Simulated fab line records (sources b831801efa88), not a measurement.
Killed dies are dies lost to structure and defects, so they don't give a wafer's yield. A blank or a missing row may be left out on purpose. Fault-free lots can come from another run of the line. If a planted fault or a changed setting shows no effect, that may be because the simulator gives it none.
A struck lot beside a sound one    flow sky130    18 out of 708 route steps
Sound: these wafers, L130.2, L130.4, L130.6. Wafers struck: L142.1, L142.3, L142.4. At the end, the cause is stated.
Each step with rows lists, per side, the tool, then ch with its chambers, then its first start. Under that, the readings that differ: sound wafers    struck wafers    difference of the means    sigmas: that difference in standard deviations of wafers without a fault.
alike: words and numbers the same on both sides, and readings whose means are apart by under 2 such deviations; not compared: readings that were withheld, readings missing a value for some wafer, numbers with overlapping values and no deviation given by the record, and bounds like >300 which may hide the same value.
A row with sigmas, a row that says differs or no value, or rows on one side alone: a step with any of these is where the two part. Numbers that have no deviation but don't overlap get no sigmas and don't part them. A reading missing from all wafers of one side parts the sides only when that side holds two or more wafers.

first, 6 steps without rows for these wafers: SKY_LDD_N_IMPLANT_10; SKY_LDD_N_IMPLANT_11; SKY_LDD_N_IMPLANT_12; SKY_LDD_N_IMPLANT_13; SKY_LDD_N_IMPLANT_14; SKY_LDD_N_IMPLANT_15.
SKY_LDD_N_STRIP_16: strips in O2/N2.
  sound on plasma-asher-01 ch 0,1, day 20 09:45; struck on plasma-asher-01 ch 0,1, day 24 03:38
  alike: drypump-motor-current-A, oes-product-au, strip-time-to-endpoint-s
  not compared: rf-hours-counter-h
SKY_LDD_N_TW_MEAS_17:
  struck on film-metro-03, day 24 03:44; sound on film-metro-04, day 20 09:52
  alike: LDD_N_TW
then, 4 steps without rows for these wafers: SKY_LDD_P_DEHYDRATE_00 (time 60 s); SKY_LDD_P_HMDS_01 (prime time 60 s); SKY_LDD_P_COAT_02 (resist thk 1140 nm); SKY_LDD_P_SOFTBAKE_03 (time 60 s).
SKY_LDD_P_EXPOSE_04: exposes mask PSDM, target cd 380 nm.
  sound on iline-stepper-02 ch 0, day 20 23:58; struck on iline-stepper-01 ch 0, day 24 18:26
reading                        sound                    struck             difference  sigmas
model.LDD_P.overlay-x-nm (nm)  -0.9233 -0.9233 -0.9233  4.598 4.598 4.598  +5.521      
  alike: mask, reticle-temp-C, stage-vel-mm-s
then, 2 steps without rows for these wafers: SKY_LDD_P_PEB_05; SKY_LDD_P_DEVELOP_06 (develop time 60 s).
SKY_LDD_P_CD_MEAS_07: the cd target is 380 nm.
  struck on cd-sem-01, day 25 09:24; sound on cd-sem-01, day 21 16:08
  alike: cd-nm
SKY_LDD_P_OVL_MEAS_08:
  struck on overlay-01, day 25 09:43; sound on overlay-02, day 21 16:14
reading         sound           struck       difference  sigmas
LDD_P_OVL (nm)  -3.0 -3.5 -5.9  3.3 5.7 4.5  +8.6        +6
  not compared: hold
SKY_PAD_OPEN_PROBE_99:
  the record has rows for the sound wafers here (prober-02, day 47 14:50) and none for the struck ones

== WHERE THEY PART ==
Earliest at SKY_LDD_P_OVL_MEAS_08; latest, in this record, at SKY_PAD_OPEN_PROBE_99.

WHY: the cause the simulator had injected
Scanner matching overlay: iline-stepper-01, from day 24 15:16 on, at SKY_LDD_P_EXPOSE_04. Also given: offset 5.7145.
